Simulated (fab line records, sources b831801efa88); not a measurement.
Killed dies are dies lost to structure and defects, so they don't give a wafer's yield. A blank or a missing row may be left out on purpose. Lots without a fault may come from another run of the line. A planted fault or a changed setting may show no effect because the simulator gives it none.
Problem report in the 8D (eight disciplines) form, filled by code | flow sfq_line | the parts of the form that need people (team, actions taken, sign-off) are left out

1. THE PROBLEM
M1_NB_RS at SFQ_M1_RS_MEAS_909 reads a mean of 0.722 ohm/sq on 1 wafer of 1 lot; wafers without a fault read 0.894 ohm/sq with a standard deviation of 0.012. That is -14 standard deviations from the usual mean.
The step: measures by four-point-probe.
First seen on wafer L538.5, day 22 02:25, on film_metro-02. The record holds 39 wafers of 13 lots with a number at this step. Rule for "out", or "out of limits": more than 4 standard deviations from the usual mean. The other wafers with a number count as sound.

2. WHAT IT IS AND WHAT IT IS NOT
question                    | is                | is not
which readings at this step | M1_NB_RS          | -
which lots                  | L538              | L526, L527, L528, L529, L530, L531, L536, L542, L544, L545, L546, L548
which wafers of those lots  | L538.5            | L538.1, L538.2
read on which gauges        | film_metro-02     | film_metro-01, film_metro-03
when                        | from day 22 02:25 | up to then (23 sound wafers); but 15 sound wafers of L542, L544, L545, L546, L548 came after

3. SUSPECTS, AND WHAT RULES EACH OUT
Counting: a tool at a process step up to the reading stays a suspect if it ran every lot that is out. Sound lots after the first of them don't rule it out here, since some wafers of a struck lot are sound.
- the gauge at SFQ_M1_RS_MEAS_909: ruled out. All the wafers that are out were read on film_metro-02, but those of them that SFQ_TRILAYER_M1_ETCH_METAL_ETCH_042 has rows for are out there too, on other tools.
- pvd_sputter-06 at SFQ_TRILAYER_M1_DEP_SPUTTER_037 (material Nb, target thk 200 nm, time 133.3 s): kept. It ran the lot that is out, L538 (day 22 02:19); its last sound lot up to then is L527 (day 18 02:47).
Left after counting: pvd_sputter-06 at SFQ_TRILAYER_M1_DEP_SPUTTER_037.

4. THE CAUSE (what the simulator had put in)
Process parameter drift: pvd_sputter-06, from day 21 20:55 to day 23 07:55, at SFQ_TRILAYER_M1_DEP_SPUTTER_037. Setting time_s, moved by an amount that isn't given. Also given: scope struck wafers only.
Counting left only this tool.

5. THE CHAIN OF EFFECTS, in route order
Each row: a reading whose mean over the struck wafers that have a number lies more than 3 standard deviations from the usual. Only readings for which the record gives a usual standard deviation are gone through. hours: the time from each lot's start at the first step in this table that gives one to its start at this step, as a median over the lots. sigmas: the change in usual standard deviations.
hours | step                                | reading        | usual        | on struck wafers | change | sigmas
0     | SFQ_M1_RS_MEAS_909                  | M1_NB_RS       | 0.894 ohm/sq | 0.722            | -0.172 | -14
162   | SFQ_TRILAYER_M1_ETCH_METAL_ETCH_042 | oes_product_au | 0.892 a.u.   | 1.003            | +0.111 | +14
The process steps in it:
- SFQ_TRILAYER_M1_ETCH_METAL_ETCH_042: etches Nb in Cl2/Ar, stops on SiO2, target depth 240 nm, time 120 s.

6. WHAT WOULD HAVE CAUGHT IT SOONER
In this record the first reading out of limits at a measuring or inspecting step was taken at day 22 02:25, 6 hours after the fault began at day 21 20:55.
Of the tool readings at SFQ_TRILAYER_M1_DEP_SPUTTER_037 for which the record gives a usual standard deviation, none was out on any struck wafer, so an alarm limit of 4 standard deviations on them would not have fired.
All the lots that are out (1) had begun SFQ_TRILAYER_M1_DEP_SPUTTER_037 on pvd_sputter-06 by day 22 02:25. A hold on the tool at that time would have spared none of them.
